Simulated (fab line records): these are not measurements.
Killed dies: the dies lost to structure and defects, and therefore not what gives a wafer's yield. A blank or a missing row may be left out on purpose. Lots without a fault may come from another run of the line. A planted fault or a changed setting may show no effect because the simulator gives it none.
Which tool is to blame? || flow gf180mcu || 18 wafers from 6 lots sampled at 2 of the route's 602 steps

== WHAT THE GAUGES READ, wafer by wafer ==
GF_V5_OVL_MEAS_15.
{"lot": "L372", "measured": "day 27 22:28", "on": "overlay-02", "V5_OVL (nm)": "1 2 -1"}
{"lot": "L373", "measured": "day 28 05:10", "on": "overlay-02", "V5_OVL (nm)": "-1 -5 -2"}
{"lot": "L376", "measured": "day 29 12:44", "on": "overlay-02", "V5_OVL (nm)": "2 2 -1"}
{"lot": "L381", "measured": "day 30 22:49", "on": "overlay-02", "V5_OVL (nm)": "3 -1 -5"}
{"lot": "L387", "measured": "day 32 09:59", "on": "overlay-01", "V5_OVL (nm)": "1 -3 -8"}
{"lot": "L390", "measured": "day 33 05:58", "on": "overlay-02", "V5_OVL (nm)": "3 2 2"}

== EACH LOT AND THE TOOL THAT RAN IT (in order: tool; ch and the chambers of the sampled wafers; start) ==
{"lot": "L372", "GF_M2_SPUTTER_00": "pvd_sputter-02, day 18 23:11"}
{"lot": "L373", "GF_M2_SPUTTER_00": "pvd_sputter-03, day 19 09:54"}
{"lot": "L376", "GF_M2_SPUTTER_00": "pvd_sputter-03, day 20 23:17"}
{"lot": "L381", "GF_M2_SPUTTER_00": "pvd_sputter-04, day 22 15:22"}
{"lot": "L387", "GF_M2_SPUTTER_00": "pvd_sputter-02, day 24 14:40"}
{"lot": "L390", "GF_M2_SPUTTER_00": "pvd_sputter-04, day 25 18:02"}
- GF_M2_SPUTTER_00: material Ti, target thk 37.5 nm, time 150 s.

== THE ANSWER, worked out from the rows above alone ==
Rule: the lots themselves supply what counts as usual. Put in order of their means at a reading, lots are off if they are a third of the lots or fewer, leave a main group of 4 or more, and stand apart from it by a gap of 3 or more times the standard deviation of the main group's means; of several such gaps the widest counts. Not used: any main group whose means are identical at the precision the tables above print for the reading. A lot without any number at a reading at which 4 lots or more have one is off too. All remaining lots with rows at the step are treated as sound.
No lot is off at any reading shown: from this, nothing can be told.

== WHAT WAS PUT IN BY THE SIMULATOR ==
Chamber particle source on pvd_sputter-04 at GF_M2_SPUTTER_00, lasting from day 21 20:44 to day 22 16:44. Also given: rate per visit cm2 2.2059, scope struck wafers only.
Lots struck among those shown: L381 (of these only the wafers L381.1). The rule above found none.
